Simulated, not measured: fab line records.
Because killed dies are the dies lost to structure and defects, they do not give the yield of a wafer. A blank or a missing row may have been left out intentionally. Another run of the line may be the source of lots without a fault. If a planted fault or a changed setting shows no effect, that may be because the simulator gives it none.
Which tool is to blame? -- flow gf180mcu -- 13 lots with 39 wafers sampled at 5 steps, on a route of 602 steps

WHAT EACH GAUGE READ, for each wafer
GF_PSD_OVL_MEAS_08.
lot,measured,on,PSD_OVL (nm)
L682,day 15 04:21,overlay-02,2.3 1.4 1.3
L686,day 16 07:35,overlay-02,1.4 3.0 2.1
L687,day 16 17:32,overlay-02,-0.8 0.2 0.9
L688,day 16 22:20,overlay-02,0.6 -1.0 1.7
L689,day 17 16:19,overlay-02,-0.8 -0.1 0.1
L690,day 18 00:52,overlay-02,-0.3 0.0 -0.7
L691,day 18 09:55,overlay-02,1.0 -1.4 -1.2
L692,day 18 11:16,overlay-02,0.1 -1.6 -1.3
L693,day 19 04:31,overlay-02,2.0 2.3 -0.8
L695,day 19 23:05,overlay-02,-1.4 -1.4 -1.0
L697,day 20 09:52,overlay-02,0.1 -2.8 0.4
L701,day 21 15:35,overlay-02,0.2 1.0 2.3
L703,day 22 06:14,overlay-02,0.4 -1.1 -0.4

GF_SAB_OVL_MEAS_10.
lot,measured,on,SAB_OVL (nm)
L682,day 16 02:00,overlay-01,-2.5 -2.0 -1.5
L686,day 17 07:07,overlay-01,-1.8 0.1 -0.5
L687,day 17 16:58,overlay-02,0.4 1.6 1.4
L688,day 17 22:17,overlay-02,3.0 0.2 1.5
L689,day 18 17:02,overlay-02,1.0 -0.1 2.1
L690,day 19 01:26,overlay-02,-0.1 -1.1 -1.2
L691,day 19 10:44,overlay-01,-1.0 -3.2 -0.4
L692,day 19 12:50,overlay-01,-2.4 -3.0 -2.8
L693,day 20 05:03,overlay-01,-2.9 -3.4 -3.8
L695,day 20 23:50,overlay-02,0.5 0.3 1.4
L697,day 21 11:11,overlay-01,-0.7 -1.5 -3.2
L701,day 22 15:29,overlay-01,-2.0 -1.4 0.2
L703,day 23 05:47,overlay-01,-0.3 -1.6 -2.7

GF_SALICIDE_RS_MEAS_04: a four-point-probe measurement.
lot,measured,on,SALICIDE_TIN_RS (ohm/sq)
L682,day 16 02:27,filmMetro-02,16.14 16.79 16.28
L686,day 17 07:34,filmMetro-01,16.03 15.96 16.07
L687,day 17 17:25,filmMetro-04,16.55 16.81 16.90
L688,day 17 22:43,filmMetro-02,16.29 16.25 16.14
L689,day 18 17:28,filmMetro-02,16.00 15.61 15.99
L690,day 19 01:53,filmMetro-04,16.40 16.65 16.76
L691,day 19 11:14,filmMetro-02,16.02 15.83 16.07
L692,day 19 13:17,filmMetro-01,16.52 16.23 16.35
L693,day 20 05:29,filmMetro-04,16.15 16.47 16.18
L695,day 21 00:17,filmMetro-02,15.95 15.97 15.84
L697,day 21 11:40,filmMetro-01,16.08 16.04 16.15
L701,day 22 15:56,filmMetro-02,15.85 16.15 15.77
L703,day 23 06:14,filmMetro-01,16.14 16.13 15.72

WHICH TOOL RAN EACH LOT (tool, then ch and the chambers of the sampled wafers, then the start)
lot,GF_SAB_ETCH_11,GF_SAB_STRIP_13
L682,"rieDiel-03 ch 2,3, day 16 02:01","plasmaAsher-01 ch 0,1, day 16 02:13"
L686,"rieDiel-03 ch 0,2,3, day 17 07:08","plasmaAsher-02 ch 1, day 17 07:19"
L687,"rieDiel-03 ch 0,1,3, day 17 16:59","plasmaAsher-04 ch 0,1, day 17 17:09"
L688,"rieDiel-03 ch 0,3, day 17 22:19","plasmaAsher-04 ch 0,1, day 17 22:28"
L689,"rieDiel-04 ch 2,3, day 18 17:04","plasmaAsher-04 ch 1, day 18 17:13"
L690,"rieDiel-04 ch 1,2, day 19 01:28","plasmaAsher-04 ch 0,1, day 19 01:38"
L691,"rieDiel-03 ch 0,2, day 19 10:46","plasmaAsher-04 ch 0,1, day 19 10:59"
L692,"rieDiel-04 ch 0,2,3, day 19 12:52","plasmaAsher-02 ch 0,1, day 19 13:02"
L693,"rieDiel-04 ch 2,3, day 20 05:05","plasmaAsher-01 ch 0,1, day 20 05:14"
L695,"rieDiel-04 ch 1,3, day 20 23:52","plasmaAsher-04 ch 0,1, day 21 00:01"
L697,"rieDiel-01 ch 0,1,2, day 21 11:13","plasmaAsher-01 ch 0,1, day 21 11:23"
L701,"rieDiel-03 ch 0,2,3, day 22 15:31","plasmaAsher-02 ch 0,1, day 22 15:40"
L703,"rieDiel-03 ch 2,3, day 23 05:49","plasmaAsher-01 ch 0,1, day 23 05:58"
- GF_SAB_ETCH_11: etches SiO2 in C4F8/O2/Ar, target depth 55 nm, time 8.5 s.
- GF_SAB_STRIP_13: strips in O2/N2.

AS READ BY THE TOOLS THEMSELVES (means over the sampled wafers that have a number; for cases with no such wafer, the mark the record gives instead)
GF_SAB_ETCH_11.
lot,tool,oesProductAu (a.u.)
L682,rieDiel-03,1.013
L686,rieDiel-03,1.010
L687,rieDiel-03,1.003
L688,rieDiel-03,1.006
L689,rieDiel-04,1.010
L690,rieDiel-04,0.991
L691,rieDiel-03,1.015
L692,rieDiel-04,1.004
L693,rieDiel-04,1.244
L695,rieDiel-04,1.232
L697,rieDiel-01,0.992
L701,rieDiel-03,1.010
L703,rieDiel-03,1.012

GF_SAB_STRIP_13.
lot,tool,drypumpMotorCurrentA (A),heaterPowerW (W),oesProductAu (a.u.),stripTimeToEndpointS (s)
L682,plasmaAsher-01,5.2,335,0.706,12.59
L686,plasmaAsher-02,6.3,285,0.704,12.61
L687,plasmaAsher-04,5.4,337,0.709,12.58
L688,plasmaAsher-04,5.4,341,0.710,12.66
L689,plasmaAsher-04,5.7,359,0.706,12.64
L690,plasmaAsher-04,5.4,338,0.709,12.61
L691,plasmaAsher-04,5.4,333,0.713,12.60
L692,plasmaAsher-02,6.3,297,0.709,12.58
L693,plasmaAsher-01,5.2,331,0.714,12.55
L695,plasmaAsher-04,5.5,346,0.709,12.57
L697,plasmaAsher-01,5.2,336,0.707,12.62
L701,plasmaAsher-02,6.3,304,0.711,12.59
L703,plasmaAsher-01,5.2,336,0.710,12.61

THE ANSWER, worked out from the rows above alone
Rule: what is usual is taken from the lots themselves. Put in order of their means at a reading, lots are off if they are a third of the lots or fewer, leave a main group of 4 or more, and stand apart from it by a gap of 3 or more times the standard deviation of the main group's means; of several such gaps the widest counts. If all means in a main group match to the digits the tables above print for the reading, that group is not used. Also off: a lot with no number at a reading for which 4 or more lots have one. Any other lot the step has rows for is counted as sound. Order of review: gauges by route order, followed by the tools' own readings, for which a lot's mean as printed above is used. The first step at which some lot is off is used, and at that step the reading that is off furthest; a lot without a number counts as furthest.
Off at GF_SAB_ETCH_11 (oesProductAu): L693, L695. The main group has a mean of 1.006 a.u. with a standard deviation of 0.0077.
If a tool, at that step or one of the process steps before it, ran each lot that is off and ran no sound lot following the first of them, it fits. One fits: rieDiel-04 at GF_SAB_ETCH_11. Its last sound lot is L692 (day 19 12:52), its first lot that is off L693 (day 20 05:05): a fault that began between those two fits.
On the lots that are off, the tool's own readings at GF_SAB_ETCH_11 differ by more than 5 times the standard deviation of the sound lots' means, which bears it out; oesProductAu reads 1.238 a.u. there versus 1.006 a.u. on the sound lots.

WHAT WAS PUT IN BY THE SIMULATOR
rieDiel-04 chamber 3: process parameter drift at GF_SAB_ETCH_11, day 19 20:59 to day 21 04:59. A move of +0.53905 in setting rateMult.
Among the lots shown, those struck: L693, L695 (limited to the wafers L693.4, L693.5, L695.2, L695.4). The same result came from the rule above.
